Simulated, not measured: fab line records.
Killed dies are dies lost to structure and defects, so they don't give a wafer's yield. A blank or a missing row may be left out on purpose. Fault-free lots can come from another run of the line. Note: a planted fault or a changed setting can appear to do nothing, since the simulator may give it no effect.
Comparing a struck lot with a sound one    flow sky130    15 steps out of a route of 708
Sound: these wafers, L184.4, L184.5, L184.6. Struck: wafer L201.6 (left out: L201.1, L201.4 of the same lot, which were not struck); the cause appears at the end.
Per side, at each step with rows, come the tool, then ch with its chambers, and then its first start. Under that, the readings that differ: sound wafers    struck wafers    difference of the means    sigmas: that difference in standard deviations of wafers without a fault.
alike: a reading whose means differ by less than 2 such deviations, as well as words and numbers matching on both sides. not compared: withheld readings; readings where some wafer has no value; bounds like >300 that might hide an equal value; numbers whose values overlap and for which the record gives no deviation.
Wherever a step has rows on one side only, a row that says differs or no value, or a row with sigmas, the two part there. When numbers do not overlap yet have no deviation, they are printed without sigmas and do not part them. Lack of a reading on every wafer of one side parts them only where that side has two or more wafers.

first, 1 step without rows for these wafers: SKY_VIA3_ETCH_14 (etches BARC in N2/H2, stops on SiO2, time 45.9 s, target depth 60 nm).
SKY_VIA3_ETCH_15: etches SiO2 in C4F8/O2/Ar, stops on TiN, target depth 507 nm, time 78 s.
  sound on rie diel-01 ch 1,2,3, day 40 07:43; struck on rie diel-02 ch 3, day 44 21:52
  alike: chamber pressure mTorr, oes product au
SKY_VIA3_STRIP_16: strips in O2/N2.
  sound on plasma asher-01 ch 0,1, day 40 07:49; struck on plasma asher-02 ch 1, day 44 21:56
reading                      sound        struck  difference  sigmas
drypump motor current A (A)  6.0 6.2 6.0  5.0     -1.1        -2
  alike: chamber pressure mTorr, oes product au, strip time to endpoint s
  not compared: rf hours counter h
then, 4 steps without rows for these wafers: SKY_VIA3_STRIP_17 (strips in post etch residue remover, time 1200 s); SKY_VIA3_CLEAN_18 (cleans in IPA, time 180 s); SKY_VIA3_CLEAN_19 (cleans in O3/DIW); SKY_VIA3_SPUTTER_20 (material TiN, target thk 20 nm, time 80 s).
SKY_VIA3_CVD_21: deposits W, target thk 390 nm, time 117.31 s.
  sound on cvd w-02 ch 0,1, day 40 08:28; struck on cvd w-02 ch 0, day 44 22:37
  alike: chamber pressure Torr, heater power w
SKY_VIA3_RS_MEAS_22: a four-point-probe measurement.
  struck on film metro-03, day 44 22:44; sound on film metro-03, day 40 08:37
reading             sound              struck  difference  sigmas
VIA3_W_RS (ohm/sq)  0.302 0.301 0.302  0.294   -0.008      -2
SKY_VIA3_THK_MEAS_23: measures by xrf.
  struck on film metro-03, day 44 22:52; sound on film metro-03, day 40 08:42
  alike: VIA3_W_THK
SKY_VIA3_CMP_24: polishes, stops on SiO2, t overpolish 20 s, target thk 0 nm.
  sound on cmp-01 ch 0,1, day 40 08:44; struck on cmp-02 ch 1, day 44 23:01
  alike: motor current A, overpolish run s, slurry flow ml min, time to endpoint s
then, 1 step without rows for these wafers: SKY_METAL4_SPUTTER_00 (material Ti, target thk 15 nm, time 10 s).
SKY_METAL4_SPUTTER_01: material TiN, target thk 20 nm, time 16.7 s.
  struck on pvd sputter-04, day 44 23:14; sound on pvd sputter-01, day 40 09:03
reading                                     sound              struck  difference  sigmas
model.TiN_of_METAL4_SPUTTER_01.thk nm (nm)  20.39 20.26 20.29  19.56   -0.75       
  alike: throttle valve pct
SKY_METAL4_SPUTTER_02: material AlCu, target thk 735 nm, time 39.1 s.
  struck on pvd sputter-04, day 44 23:16; sound on pvd sputter-01, day 40 09:05
  alike: throttle valve pct
then, 1 step without rows for these wafers: SKY_PAD_OPEN_PROBE_99.

WHERE THEY PART
Last at SKY_VIA3_RS_MEAS_22 as far as this record goes, first at SKY_VIA3_STRIP_16. Later steps at which nothing parts them and some readings are alike: SKY_VIA3_THK_MEAS_23, SKY_VIA3_CMP_24, SKY_METAL4_SPUTTER_01, SKY_METAL4_SPUTTER_02.

WHY: whatever the simulator had introduced
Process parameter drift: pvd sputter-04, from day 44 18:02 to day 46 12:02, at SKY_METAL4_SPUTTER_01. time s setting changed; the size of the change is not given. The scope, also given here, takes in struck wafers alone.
